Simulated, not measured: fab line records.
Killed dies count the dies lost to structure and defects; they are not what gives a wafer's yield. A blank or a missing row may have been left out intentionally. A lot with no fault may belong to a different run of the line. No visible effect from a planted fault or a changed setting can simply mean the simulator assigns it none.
What tool caused it? ; flow sky130 ; 33 wafers from 11 lots sampled at 3 of the route's 708 steps

## WHAT EACH GAUGE READ, for each wafer
SKY_CAPM_THK_MEAS_01.
lot;measured;on;CAPM_CVD_00_THK (nm)
L508;day 36 16:31;film metro-01;15.24 15.23 15.60
L510;day 37 03:16;film metro-04;15.22 15.00 15.50
L511;day 37 09:38;film metro-01;15.81 15.51 15.90
L513;day 38 04:31;film metro-04;15.37 15.58 15.63
L515;day 38 17:37;film metro-02;15.48 15.26 15.52
L516;day 38 22:21;film metro-02;15.15 15.49 15.28
L524;day 41 08:01;film metro-02;15.66 15.33 15.45
L527;day 42 01:16;film metro-01;15.16 15.34 15.67
L528;day 42 12:37;film metro-01;15.53 28.15 28.26
L529;day 42 17:17;film metro-01;27.56 28.39 15.53
L530;day 42 17:56;film metro-04;15.23 15.18 15.47

## EACH LOT AND THE TOOL THAT RAN IT (in order: tool; ch and the chambers of the sampled wafers; start)
lot;SKY_VIA2_STRIP_16;SKY_CAPM_CVD_00
L508;plasma asher-03 ch 0,1, day 36 15:02;pecvd-03 ch 0,1, day 36 16:29
L510;plasma asher-01 ch 0,1, day 37 01:41;pecvd-01 ch 0,1, day 37 03:14
L511;plasma asher-04 ch 0,1, day 37 08:11;pecvd-01 ch 0,1,2, day 37 09:36
L513;plasma asher-04 ch 1, day 38 03:05;pecvd-02 ch 0,2, day 38 04:29
L515;plasma asher-04 ch 0,1, day 38 16:10;pecvd-03 ch 0,2, day 38 17:35
L516;plasma asher-01 ch 0,1, day 38 20:52;pecvd-03 ch 0, day 38 22:19
L524;plasma asher-03 ch 0,1, day 41 06:35;pecvd-02 ch 0,1, day 41 07:59
L527;plasma asher-03 ch 0,1, day 41 23:50;pecvd-02 ch 0,1,2, day 42 01:15
L528;plasma asher-01 ch 0,1, day 42 11:10;pecvd-01 ch 0,1, day 42 12:35
L529;plasma asher-03 ch 0,1, day 42 15:50;pecvd-01 ch 0,2, day 42 17:15
L530;plasma asher-01 ch 0,1, day 42 16:29;pecvd-03 ch 0,1,2, day 42 17:54
- SKY_VIA2_STRIP_16: strips in O2/N2.
- SKY_CAPM_CVD_00: deposits SiO2, target thk 15.5 nm.

## WHAT THE TOOLS THEMSELVES READ (means of the sampled wafers that have a number; where no wafer has one, the mark that the record gives instead)
SKY_VIA2_STRIP_16.
lot;tool;drypump motor current A (A);oes product au (a.u.);strip time to endpoint s (s)
L508;plasma asher-03;6.0;0.393;4.039
L510;plasma asher-01;5.0;0.404;4.076
L511;plasma asher-04;5.3;0.395;4.069
L513;plasma asher-04;5.2;0.399;4.013
L515;plasma asher-04;5.2;0.397;4.038
L516;plasma asher-01;5.2;0.399;4.035
L524;plasma asher-03;5.9;0.398;4.039
L527;plasma asher-03;5.9;0.398;4.024
L528;plasma asher-01;5.0;0.398;4.014
L529;plasma asher-03;5.9;0.398;4.046
L530;plasma asher-01;5.2;0.397;4.023

SKY_CAPM_CVD_00.
lot;tool;heater power w (W)
L508;pecvd-03;705
L510;pecvd-01;700
L511;pecvd-01;668
L513;pecvd-02;755
L515;pecvd-03;674
L516;pecvd-03;614
L524;pecvd-02;745
L527;pecvd-02;700
L528;pecvd-01;643
L529;pecvd-01;595
L530;pecvd-03;733

## THE ANSWER, worked out from the rows above alone
Rule: the lots themselves supply what counts as usual. The widest of any qualifying gaps counts: lots, ordered by their means at a reading, are off when they make up no more than a third of the lots, leave a main group of 4 or more, and stand apart from it by 3 or more times the standard deviation of that group's means. If all means in a main group match to the digits the tables above print for the reading, that group is not used. Also off: a lot with no number at a reading for which 4 or more lots have one. Where the step has rows for the other lots, those lots are counted as sound. Order of review: gauges by route order, followed by the tools' own readings, for which a lot's mean as printed above is used. The first step at which some lot is off is used, and at that step the reading that is off furthest; a lot without a number counts as furthest.
Off: at SKY_CAPM_THK_MEAS_01 (CAPM_CVD_00_THK), L528, L529. The main group has a mean of 15.42 nm with a standard deviation of 0.14.
If a tool, at a process step before that reading, ran all the lots that are off and no sound lot after the first of them, it fits. The gauges at SKY_CAPM_THK_MEAS_01 are tried like those tools. Can't be told from this: 2 tools fit, pecvd-01 at SKY_CAPM_CVD_00, film metro-01 at SKY_CAPM_THK_MEAS_01.

## WHAT THE SIMULATOR HAD INSERTED
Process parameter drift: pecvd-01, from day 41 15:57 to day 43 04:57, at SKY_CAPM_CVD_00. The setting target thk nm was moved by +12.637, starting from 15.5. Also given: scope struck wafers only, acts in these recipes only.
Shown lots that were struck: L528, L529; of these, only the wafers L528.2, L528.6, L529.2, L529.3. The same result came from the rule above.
